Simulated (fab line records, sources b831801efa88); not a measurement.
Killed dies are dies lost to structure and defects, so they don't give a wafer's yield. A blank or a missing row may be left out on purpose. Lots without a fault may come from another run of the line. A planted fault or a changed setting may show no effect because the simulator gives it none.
A struck lot beside a sound one | flow sfq_line | 26 steps out of a route of 325
Sound: wafers L732.1, L732.4, L732.6. Struck: wafer L736.2. (L736.4, L736.5 of the same lot were not struck and are left out.) The cause comes at the end.
At each step with rows: each side's tool, then ch and its chambers, then its first start. Under that, the readings that differ: sound wafers | struck wafers | difference of the means | sigmas: that difference in standard deviations of wafers without a fault.
alike: readings whose means differ by less than 2 such deviations, and words and numbers that are the same on both sides. not compared: withheld readings, readings that some wafer has no value for, bounds like >300 that may hide the same value, and numbers for which the record gives no deviation and whose values overlap.
The two part at a step that has a row with sigmas, a row that says differs or no value, or rows on one side only. Numbers that don't overlap but have no deviation are shown without sigmas and don't part them. A reading that every wafer of one side lacks parts them only if that side has two wafers or more.

SFQ_L0_RS_MEAS_901: measures by four-point-probe.
  sound on film_metro-03, day 2 13:34; struck on film_metro-01, day 3 09:35
  alike: L0_MONX_KI_RS
SFQ_L0_THK_MEAS_902: measures by xrf.
  sound on film_metro-03, day 2 13:41; struck on film_metro-01, day 3 09:41
  alike: L0_MONX_KI_THK
then, 6 steps without rows for these wafers: SFQ_TRILAYER_L0_LITHO_COAT_010 (resist thk 62 nm); SFQ_TRILAYER_L0_LITHO_COAT_005 (resist thk 600 nm); SFQ_TRILAYER_L0_LITHO_SOFTBAKE_009; SFQ_TRILAYER_L0_LITHO_EXPOSE_006 (exposes mask L0, target cd 2000 nm); SFQ_TRILAYER_L0_LITHO_PEB_008 (peb time 60 s); SFQ_TRILAYER_L0_LITHO_DEVELOP_007 (time 60 s).
-- the record jumps here: 3 days lie between the struck wafers' starts before and after --
SFQ_TRILAYER_L0_BARC_OPEN_METAL_ETCH_010: etches BARC in O2, target depth 125 nm, time 41.7 s.
  sound on rie_metal-02 ch 0,1, day 5 14:59; struck on rie_metal-03 ch 1, day 6 07:48
  reading                     | sound       | struck | difference | sigmas
  drypump_motor_current_A (A) | 4.8 4.8 6.0 | 6.5    | +1.3       | +2
  alike: bias_w, oes_product_au
  not compared: rf_hours_counter_h
SFQ_TRILAYER_L0_ETCH_METAL_ETCH_008: etches MoNx KI in SF6/O2, stops on SiO2, target depth 50 nm, time 25 s.
  sound on rie_metal-02 ch 0,1, day 5 15:02; struck on rie_metal-03 ch 1, day 6 07:55
  reading                     | sound       | struck | difference | sigmas
  drypump_motor_current_A (A) | 4.9 4.8 6.0 | 6.5    | +1.3       | +2
  alike: bias_w, oes_product_au
  not compared: rf_hours_counter_h
SFQ_TRILAYER_L0_STRIP_STRIP_009: strips in O2.
  sound on rie_metal-02 ch 0,1, day 5 15:05; struck on rie_metal-03 ch 1, day 6 08:12
  reading                     | sound             | struck | difference | sigmas
  drypump_motor_current_A (A) | 4.8 4.9 6.0       | 6.4    | +1.2       | +2
  oes_product_au (a.u.)       | 1.008 1.001 1.000 | 0.979  | -0.024     | -3
  not compared: rf_hours_counter_h
then, 1 step without rows for these wafers: SFQ_TRILAYER_L0_STRIP_SOLV_CLEAN_010 (cleans in NMP, time 600 s).
SFQ_TRILAYER_L0_CAP_PECVD_011: deposits SiO2 from SiH4/N2O, time 13.333 s, target thk 60 nm.
  sound on pecvd-01 ch 0,1,2, day 5 15:52; struck on pecvd-03 ch 1, day 6 09:22
  reading                                             | sound            | struck | difference | sigmas
  model.SiO2_of_TRILAYER_L0_CAP_PECVD_011.thk_nm (nm) | 59.81 60.42 60.6 | 42.12  | -18.16     |
  alike: heater_power_outer_w, heater_power_w, throttle_valve_pct
then, 6 steps without rows for these wafers: SFQ_TRILAYER_L0_VIA_LITHO_COAT_018 (resist thk 62 nm); SFQ_TRILAYER_L0_VIA_LITHO_COAT_013 (resist thk 650 nm); SFQ_TRILAYER_L0_VIA_LITHO_SOFTBAKE_017; SFQ_TRILAYER_L0_VIA_LITHO_EXPOSE_014 (exposes mask L0V, target cd 700 nm); SFQ_TRILAYER_L0_VIA_LITHO_PEB_016 (peb time 60 s); SFQ_TRILAYER_L0_VIA_LITHO_DEVELOP_015 (time 60 s).
-- the record jumps here: 4 days lie between the struck wafers' starts before and after --
SFQ_L0V_OVL_MEAS_903:
  sound on overlay-01, day 9 00:24; struck on overlay-02, day 10 00:58
  reading      | sound  | struck | difference | sigmas
  L0V_OVL (nm) | 10 1 5 | -4     | -9         | -2
SFQ_TRILAYER_L0_VIA_BARC_OPEN_VIA_ETCH_021: etches BARC in O2, target depth 125 nm, time 41.7 s.
  sound on rie_diel-02 ch 0,1,3, day 9 00:26; struck on rie_diel-02 ch 3, day 10 01:00
  alike: bias_w, drypump_motor_current_A, oes_product_au
  not compared: rf_hours_counter_h
SFQ_TRILAYER_L0_VIA_ETCH_VIA_ETCH_016: etches SiO2 in CHF3, stops on MoNx KI, target depth 80 nm.
  sound on rie_diel-02 ch 0,1,3, day 9 00:29; struck on rie_diel-02 ch 3, day 10 01:02
  reading                         | sound             | struck | difference | sigmas
  oes_product_au (a.u.)           | 0.843 0.843 0.860 | 0.702  | -0.147     | -20
  model.etch.depth_nm (nm)        | 59.81 60.42 60.6  | 42.12  | -18.16     |
  model.L0V.feature_depth_nm (nm) | 59.81 60.42 60.6  | 42.12  | -18.16     |
  alike: bias_w, drypump_motor_current_A
SFQ_TRILAYER_L0_VIA_STRIP_STRIP_017: strips in O2.
  sound on rie_metal-04 ch 0,1, day 9 00:32; struck on rie_metal-01 ch 0, day 10 01:17
  alike: drypump_motor_current_A, oes_product_au
  not compared: rf_hours_counter_h
then, 1 step without rows for these wafers: SFQ_TRILAYER_L0_VIA_STRIP_SOLV_CLEAN_018 (cleans in NMP, time 600 s).
SFQ_TRILAYER_M0_DEP_PRE_CLEAN_020: time 15 s.
  sound on pvd_sputter-03, day 9 01:18; struck on pvd_sputter-04, day 10 02:29
  reading                                             | sound            | struck | difference | sigmas
  model.SiO2_of_TRILAYER_L0_CAP_PECVD_011.thk_nm (nm) | 54.81 55.42 55.6 | 37.12  | -18.16     |
then, 1 step without rows for these wafers: SFQ_TRILAYER_M0_DEP_SPUTTER_019 (material Nb, target thk 200 nm, time 133.3 s).

WHERE THEY PART
First at SFQ_TRILAYER_L0_BARC_OPEN_METAL_ETCH_010; last, within this record, at SFQ_TRILAYER_L0_VIA_ETCH_VIA_ETCH_016. Later steps at which nothing parts them and some readings are alike: SFQ_TRILAYER_L0_VIA_STRIP_STRIP_017.

WHY: what the simulator had put in
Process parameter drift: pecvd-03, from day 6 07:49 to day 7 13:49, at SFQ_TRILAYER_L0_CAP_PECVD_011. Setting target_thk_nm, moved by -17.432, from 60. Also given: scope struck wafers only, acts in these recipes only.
